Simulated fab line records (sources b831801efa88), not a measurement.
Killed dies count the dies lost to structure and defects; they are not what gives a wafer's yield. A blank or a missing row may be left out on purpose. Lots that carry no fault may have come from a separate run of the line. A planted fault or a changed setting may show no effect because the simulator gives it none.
Which tool was responsible?	flow sky130	13 lots, 39 wafers sampled, at 2 steps of a route of 708

## WHAT THE GAUGES READ, wafer by wafer
SKY_NWELL_OVL_MEAS_10.
lot	measured	on	NWELL_00_OVL (nm)
L615	day 4 17:40	overlay-02	-3.3 -1.5 -1.8
L618	day 5 13:12	overlay-02	-2.8 0.1 0.3
L619	day 5 15:31	overlay-02	2.5 2.6 2.7
L621	day 6 04:13	overlay-02	0.2 1.0 3.4
L622	day 6 09:48	overlay-02	-1.6 -1.7 -2.7
L624	day 6 23:43	overlay-01	-0.3 -0.6 1.0
L625	day 7 04:31	overlay-02	-0.3 0.3 -1.5
L626	day 7 13:04	overlay-01	-0.1 0.8 -0.3
L627	day 7 19:25	overlay-01	0.9 0.0 0.0
L631	day 8 17:37	overlay-01	-1.2 -1.9 -1.9
L632	day 9 02:45	overlay-02	1.8 -0.2 -1.6
L636	day 9 23:19	overlay-01	-1.2 1.0 -0.4
L637	day 10 07:04	overlay-02	0.2 0.6 1.6

## TOOL THAT RAN EACH LOT (tool first, then ch and the chambers of the sampled wafers, then the start)
lot	SKY_DNWELL_STRIP_08
L615	plasma-asher-02 ch 0,1, day 3 09:20
L618	plasma-asher-02 ch 0,1, day 4 03:17
L619	plasma-asher-03 ch 0,1, day 4 05:11
L621	plasma-asher-03 ch 0,1, day 4 17:01
L622	plasma-asher-01 ch 0,1, day 4 21:58
L624	plasma-asher-01 ch 0,1, day 5 10:08
L625	plasma-asher-01 ch 0,1, day 5 14:43
L626	plasma-asher-03 ch 0,1, day 5 21:43
L627	plasma-asher-03 ch 0,1, day 6 04:03
L631	plasma-asher-01 ch 0, day 7 01:37
L632	plasma-asher-03 ch 0,1, day 7 09:25
L636	plasma-asher-02 ch 0,1, day 8 03:46
L637	plasma-asher-01 ch 0,1, day 8 11:17
- SKY_DNWELL_STRIP_08: strips in O2/N2.

## AS READ BY THE TOOLS THEMSELVES (means over the sampled wafers that have a number; for cases with no such wafer, the mark the record gives instead)
SKY_DNWELL_STRIP_08.
lot	tool	drypump-motor-current-A (A)	oes-product-au (a.u.)	strip-time-to-endpoint-s (s)
L615	plasma-asher-02	5.51	0.720	36.91
L618	plasma-asher-02	5.47	0.719	37.01
L619	plasma-asher-03	5.93	0.719	37.01
L621	plasma-asher-03	5.90	0.720	37.01
L622	plasma-asher-01	5.71	0.723	36.96
L624	plasma-asher-01	5.71	0.723	36.91
L625	plasma-asher-01	5.69	0.720	36.84
L626	plasma-asher-03	5.93	0.724	36.93
L627	plasma-asher-03	5.94	0.723	36.97
L631	plasma-asher-01	5.55	0.722	36.93
L632	plasma-asher-03	5.92	0.721	37.11
L636	plasma-asher-02	5.51	0.726	37.08
L637	plasma-asher-01	5.85	0.722	36.87

## THE ANSWER, worked out from the rows above alone
Rule: the usual values come from the lots themselves. The widest of any qualifying gaps counts: lots, ordered by their means at a reading, are off when they make up no more than a third of the lots, leave a main group of 4 or more, and stand apart from it by 3 or more times the standard deviation of that group's means. The tables above print the reading to a certain number of digits; a main group whose means all agree to those digits is not used. Also off: a lot with no number at a reading for which 4 or more lots have one. Where the step has rows for the other lots, those lots are counted as sound. The gauges are gone through in route order, then the tools' own readings, and for those a lot's mean is taken as printed above. At the first step where some lot is off, the reading lying furthest off is the one used; lots without a number count as furthest.
Across all readings shown, no lot is off: no conclusion can be drawn from this.

## WHAT THE SIMULATOR HAD PUT IN
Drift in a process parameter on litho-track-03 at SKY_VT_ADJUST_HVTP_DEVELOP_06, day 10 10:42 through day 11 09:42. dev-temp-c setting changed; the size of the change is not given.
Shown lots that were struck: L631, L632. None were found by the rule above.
